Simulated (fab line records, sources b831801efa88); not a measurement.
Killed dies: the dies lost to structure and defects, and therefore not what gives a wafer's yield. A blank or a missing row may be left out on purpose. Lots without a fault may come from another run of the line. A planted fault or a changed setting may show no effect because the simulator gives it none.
What tool caused it? -- flow sky130 -- 14 lots (42 wafers sampled), 1 step of a 708-step route

== WHAT THE GAUGES SHOWED, per wafer ==
The record holds no reading of a measuring or inspecting step that can be judged against a usual standard deviation.

== TOOL THAT RAN EACH LOT (tool first, then ch and the chambers of the sampled wafers, then the start) ==
lot,SKY_LDD_N_IMPLANT_15
L278,"implanter-01 ch 0, day 17 19:48"
L279,"implanter-01 ch 0, day 18 05:09"
L280,"implanter-04 ch 0, day 18 14:52"
L281,"implanter-04 ch 0, day 19 03:03"
L284,"implanter-01 ch 0, day 20 01:33"
L288,"implanter-01, day 21 19:10"
L289,"implanter-03, day 22 02:55"
L292,"implanter-01 ch 0, day 23 01:07"
L293,"implanter-03 ch 0, day 24 01:04"
L294,"implanter-04 ch 0, day 24 02:21"
L295,"implanter-01 ch 0, day 24 09:04"
L296,"implanter-01 ch 0, day 24 14:25"
L298,"implanter-01 ch 0, day 25 06:58"
L300,"implanter-04 ch 0, day 25 18:49"
- SKY_LDD_N_IMPLANT_15

== AS READ BY THE TOOLS THEMSELVES (means over the sampled wafers that have a number; for cases with no such wafer, the mark the record gives instead) ==
SKY_LDD_N_IMPLANT_15. Usual: beam energy keV 50.001, standard deviation 0.017; beam on s 10.00 s, standard deviation 0.19.
lot,tool,beam energy keV,beam on s (s),flag
L278,implanter-01,49.999,9.94,
L279,implanter-01,50.002,10.05,
L280,implanter-04,49.999,10.00,
L281,implanter-04,49.992,9.90,
L284,implanter-01,50.007,10.00,
L288,implanter-01,-,-,OFF
L289,implanter-03,-,-,OFF
L292,implanter-01,49.981,10.15,
L293,implanter-03,50.008,9.99,
L294,implanter-04,50.014,10.16,
L295,implanter-01,49.976,9.87,
L296,implanter-01,50.002,9.97,
L298,implanter-01,50.007,10.09,
L300,implanter-04,49.993,9.90,

== THE ANSWER, worked out from the rows above alone ==
Rule: lot off if the mean of its wafers having a number is beyond 3 standard deviations from the usual mean. Also off: a lot with no number at a reading for which 4 or more lots have one. All remaining lots with rows at the step are treated as sound. Order of review: gauges by route order, followed by the tools' own readings, for which a lot's mean as printed above is used. The first step at which some lot is off is used, and at that step the reading that is off furthest; a lot without a number counts as furthest.
Off at SKY_LDD_N_IMPLANT_15 (beam energy keV): L288, L289. Without a number there: L288, L289.
If a tool, at that step or one of the process steps before it, ran each lot that is off and ran no sound lot following the first of them, it fits. Not one of the candidates tried fits.

== WHAT THE SIMULATOR HAD INSERTED ==
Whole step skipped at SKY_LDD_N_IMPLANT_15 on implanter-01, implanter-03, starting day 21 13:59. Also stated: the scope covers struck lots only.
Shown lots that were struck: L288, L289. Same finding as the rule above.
